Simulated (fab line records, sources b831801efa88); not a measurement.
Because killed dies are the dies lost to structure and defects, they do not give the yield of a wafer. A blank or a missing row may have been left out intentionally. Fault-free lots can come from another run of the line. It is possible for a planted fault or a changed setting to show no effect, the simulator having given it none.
Which of the tools did it? || flow gf180mcu || 7 lots (21 wafers sampled), 1 step of a 602-step route

== WHAT THE GAUGES SHOWED, per wafer ==
GF_STI_CD_MEAS_12: target cd 220 nm.
{"lot": "L650", "measured": "day 2 06:23", "on": "cdSem-02", "cdNm (nm)": "219.6 220.2 219.3"}
{"lot": "L652", "measured": "day 2 17:01", "on": "cdSem-01", "cdNm (nm)": "218.3 218.6 218.8"}
{"lot": "L657", "measured": "day 3 20:19", "on": "cdSem-02", "cdNm (nm)": "222.3 221.4 222.3"}
{"lot": "L663", "measured": "day 5 01:28", "on": "cdSem-01", "cdNm (nm)": "220.7 220.0 221.5"}
{"lot": "L666", "measured": "day 5 17:01", "on": "cdSem-01", "cdNm (nm)": "221.6 219.9 219.1"}
{"lot": "L670", "measured": "day 6 13:07", "on": "cdSem-02", "cdNm (nm)": "218.6 218.9 219.1"}
{"lot": "L672", "measured": "day 7 00:52", "on": "cdSem-01", "cdNm (nm)": "220.1 220.2 220.2"}

== WHICH TOOL RAN EACH LOT (tool, then ch and the chambers of the sampled wafers, then the start) ==
No process step before these readings appears in the record.

== THE ANSWER, worked out from the rows above alone ==
Rule: usual is defined by the lots themselves. The widest of any qualifying gaps counts: lots, ordered by their means at a reading, are off when they make up no more than a third of the lots, leave a main group of 4 or more, and stand apart from it by 3 or more times the standard deviation of that group's means. A main group whose means are all the same, to the digits that the tables above print for the reading, isn't used. Also off: a lot with no number at a reading for which 4 or more lots have one. The other lots that the step has rows for count as sound.
Across all readings shown, no lot is off: no conclusion can be drawn from this.

== WHAT THE SIMULATOR HAD INSERTED ==
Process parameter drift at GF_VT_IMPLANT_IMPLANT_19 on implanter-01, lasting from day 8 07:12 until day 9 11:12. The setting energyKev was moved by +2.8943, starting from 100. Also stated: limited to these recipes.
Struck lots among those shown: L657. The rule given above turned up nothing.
